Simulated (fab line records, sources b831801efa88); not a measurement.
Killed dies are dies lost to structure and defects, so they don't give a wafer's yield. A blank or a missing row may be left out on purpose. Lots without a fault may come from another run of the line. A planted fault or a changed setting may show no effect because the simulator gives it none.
Problem report in the 8D (eight disciplines) form, filled by code | flow sky130 | the parts of the form that need people (team, actions taken, sign-off) are left out

1. THE PROBLEM
heater_power_total_W at SKY_VT_ADJUST_HVTP_SOFTBAKE_03 reads a mean of 50.30 W on 6 wafers of 2 lots; wafers without a fault read 56.60 W with a standard deviation of 0.042. That is -99 or more standard deviations from the usual mean.
The step: time 60 s.
First seen on wafer L448.1, day 9 05:18, on litho_track-03. The record holds 36 wafers of 12 lots with a number at this step. Rule for "out", or "out of limits": more than 4 standard deviations from the usual mean. The other wafers with a number count as sound.

2. WHAT IT IS AND WHAT IT IS NOT
question                    | is                                 | is not
which readings at this step | heater_power_total_W, plate_temp_C | -
which lots                  | L448, L449                         | L434, L435, L438, L439, L441, L442, L451, L452, L453, L456
which wafers of those lots  | all that have a number             | -
read on which tools         | litho_track-03                     | litho_track-01, litho_track-04
when                        | from day 9 05:18                   | up to then (18 sound wafers); but 12 sound wafers of L451, L452, L453, L456 came after

3. SUSPECTS, AND WHAT RULES EACH OUT
Counting: a tool at a process step up to the reading stays a suspect if it ran every lot that is out and no sound lot after the first of them.
- litho_track-03 at SKY_VT_ADJUST_HVTP_SOFTBAKE_03 (time 60 s): kept. It ran every lot that is out, first L448 (day 9 05:18), and no sound lot after that; its last sound lot up to then is L441 (day 7 13:11). Its own readings are out on those wafers: heater_power_total_W, plate_temp_C.
Left after counting: litho_track-03 at SKY_VT_ADJUST_HVTP_SOFTBAKE_03.

4. THE CAUSE (what the simulator had put in)
Process parameter drift: litho_track-03, from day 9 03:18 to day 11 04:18, at SKY_VT_ADJUST_HVTP_SOFTBAKE_03. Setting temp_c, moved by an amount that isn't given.
Counting left only this tool.

5. THE CHAIN OF EFFECTS, in route order
Each row: a reading whose mean over the struck wafers that have a number lies more than 3 standard deviations from the usual. Only readings for which the record gives a usual standard deviation are gone through. hours: the time from each lot's start at the first step in this table that gives one to its start at this step, as a median over the lots. sigmas: the change in usual standard deviations.
hours | step                           | reading                  | usual   | on struck wafers | change | sigmas
0     | SKY_VT_ADJUST_HVTP_SOFTBAKE_03 | heater_power_total_W     | 56.60 W | 50.30            | -6.30  | -99 or more
0     | SKY_VT_ADJUST_HVTP_SOFTBAKE_03 | plate_temp_C             | 90.00 C | 82.77            | -7.23  | -52
11    | SKY_VT_ADJUST_HVTP_STRIP_10    | strip_time_to_endpoint_s | 14.19 s | 14.43            | +0.24  | +5.6
The process steps in it:
- SKY_VT_ADJUST_HVTP_SOFTBAKE_03: time 60 s.
- SKY_VT_ADJUST_HVTP_STRIP_10: strips in O2/N2.
Later measuring or inspecting steps at which every struck wafer that the step has a row for has a number for every such reading, and none has moved that far: SKY_VT_ADJUST_LVTN_TW_MEAS_10, SKY_VT_ADJUST_NCORE_TW_MEAS_11.

6. WHAT WOULD HAVE CAUGHT IT SOONER
In this record the first reading out of limits was taken at day 9 05:18, 2 hours after the fault began at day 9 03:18.
